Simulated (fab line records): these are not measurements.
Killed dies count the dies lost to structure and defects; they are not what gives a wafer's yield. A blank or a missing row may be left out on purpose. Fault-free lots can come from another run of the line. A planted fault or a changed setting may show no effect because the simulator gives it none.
Which tool was responsible? | flow gf180mcu | Sampling: 11 lots, 33 wafers, 3 of 602 route steps

## WHAT EACH GAUGE READ, for each wafer
GF_V4_THK_MEAS_03.
lot  | measured     | on            | V4_CVD_02_THK (nm)
L732 | day 24 02:15 | film-metro-02 | 837 839 856
L733 | day 24 07:14 | film-metro-01 | 843 837 841
L734 | day 25 03:25 | film-metro-03 | 853 850 869
L735 | day 25 06:14 | film-metro-01 | 838 853 855
L736 | day 25 23:47 | film-metro-01 | 855 855 850
L738 | day 26 01:19 | film-metro-01 | 846 847 862
L739 | day 26 11:34 | film-metro-03 | 855 850 859
L749 | day 29 11:03 | film-metro-03 | 1321 856 1338
L751 | day 29 21:46 | film-metro-01 | 840 833 852
L752 | day 30 02:35 | film-metro-01 | 830 843 847
L754 | day 30 19:24 | film-metro-01 | 842 854 861

## EACH LOT AND THE TOOL THAT RAN IT (in order: tool; ch and the chambers of the sampled wafers; start)
lot  | GF_V3_SPUTTER_22             | GF_V4_CVD_02
L732 | pvd-sputter-01, day 23 01:49 | pecvd-01 ch 0,1,2, day 24 02:10
L733 | pvd-sputter-03, day 23 07:01 | pecvd-03 ch 0,1,2, day 24 07:10
L734 | pvd-sputter-03, day 24 03:34 | pecvd-03 ch 0,1,2, day 25 03:22
L735 | pvd-sputter-03, day 24 06:43 | pecvd-01 ch 1,2, day 25 06:09
L736 | pvd-sputter-01, day 25 00:14 | pecvd-03 ch 0,2, day 25 23:41
L738 | pvd-sputter-03, day 25 01:52 | pecvd-03 ch 0,2, day 26 01:13
L739 | pvd-sputter-01, day 25 12:49 | pecvd-01 ch 0,2, day 26 11:29
L749 | pvd-sputter-03, day 28 13:45 | pecvd-01 ch 0,2, day 29 10:59
L751 | pvd-sputter-04, day 29 00:17 | pecvd-03 ch 0,2, day 29 21:41
L752 | pvd-sputter-01, day 29 06:23 | pecvd-03 ch 0,1,2, day 30 02:31
L754 | pvd-sputter-04, day 29 22:43 | pecvd-04 ch 0,2, day 30 19:20
- GF_V3_SPUTTER_22: material TiN, target thk 10 nm, time 40 s.
- GF_V4_CVD_02: deposits SiO2 from TEOS, target thk 850 nm, time 94.851 s.

## THE ANSWER, worked out from the rows above alone
Rule: the usual values come from the lots themselves. Put in order of their means at a reading, lots are off if they are a third of the lots or fewer, leave a main group of 4 or more, and stand apart from it by a gap of 3 or more times the standard deviation of the main group's means; of several such gaps the widest counts. A main group is skipped when, at the precision printed for the reading in the tables above, its means are all equal. A lot without any number at a reading at which 4 lots or more have one is off too. Any other lot the step has rows for is counted as sound.
Off: L749, at GF_V4_THK_MEAS_03 (V4_CVD_02_THK). Mean 848 nm and standard deviation 6.1 in the main group.
A tool fits if, at a process step before that reading, it ran every lot that is off, and no sound lot after the first of them. Gauges at GF_V4_THK_MEAS_03: tried the same way as those tools. Can't be told from this: 3 tools fit, pvd-sputter-03 at GF_V3_SPUTTER_22, pecvd-01 at GF_V4_CVD_02, film-metro-03 at GF_V4_THK_MEAS_03.

## WHAT WAS PUT IN BY THE SIMULATOR
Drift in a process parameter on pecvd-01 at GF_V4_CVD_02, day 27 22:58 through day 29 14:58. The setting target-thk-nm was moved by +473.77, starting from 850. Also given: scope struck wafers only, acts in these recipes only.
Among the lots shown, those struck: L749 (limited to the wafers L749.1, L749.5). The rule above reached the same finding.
